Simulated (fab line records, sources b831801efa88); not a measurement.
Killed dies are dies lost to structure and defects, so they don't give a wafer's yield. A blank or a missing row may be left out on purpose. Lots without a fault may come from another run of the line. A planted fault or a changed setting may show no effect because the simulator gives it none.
Chamber matching | flow gf180mcu | GF_V5_CMP_26 on cmp-01: 4 sister chambers
The step polishes, stops on SiO2, t overpolish 15 s, target thk 0 nm. 8 wafers are shown with their chamber, then 7 later ones without.

WAFERS WITH THEIR CHAMBER
wafer  | chamber | motor_current_A (A) | time_to_endpoint_s (s)
L957.5 | 3       | 10.5                | 85
L958.2 | 1       | 10.1                | 81
L958.3 | 3       | 10.1                | 82
L963.2 | 0       | 10.3                | 83
L963.4 | 1       | 10.2                | 79
L963.6 | 2       | 12.6                | 89
L964.2 | 0       | 10.9                | 81
L964.3 | 2       | 11.5                | 93

WAFERS WITHOUT THEIR CHAMBER
wafer  | motor_current_A (A) | time_to_endpoint_s (s)
L964.4 | 10.8                | 86
L965.1 | 11.8                | 93
L965.3 | 10.4                | 84
L965.4 | 10.4                | 88
L977.1 | 9.9                 | 82
L977.2 | 10.2                | 82
L977.3 | 12.1                | 92

WHICH CHAMBER EACH WENT THROUGH
wafer  | from the rows above               | in truth
L964.4 | can't be placed: 3 or 0 or 1      | 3
L965.1 | 2                                 | 2
L965.3 | can't be placed: 3 or 0 or 1      | 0
L965.4 | can't be placed: 3 or 0 or 2 or 1 | 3
L977.1 | can't be placed: 1 or 3 or 0      | 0
L977.2 | can't be placed: 3 or 0 or 1      | 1
L977.3 | 2                                 | 2
Placed correctly: 2 of 7. Can't be placed from these rows: 5 (the true chamber is among the candidates in 5). Placed wrongly: 0.
How it was worked out, from the rows above alone: a wafer's distance from a chamber is the root of the sum, over the readings, of the square of ((its reading less the chamber's mean) divided by the reading's scatter). The wafer belongs to the nearest chamber; if the next one is less than 2 further off, it can't be placed. A chamber's mean is the mean of its shown wafers. The scatter: the root of (the sum of the squares of (reading less its chamber's mean) over the shown wafers, divided by (wafers less chambers)).
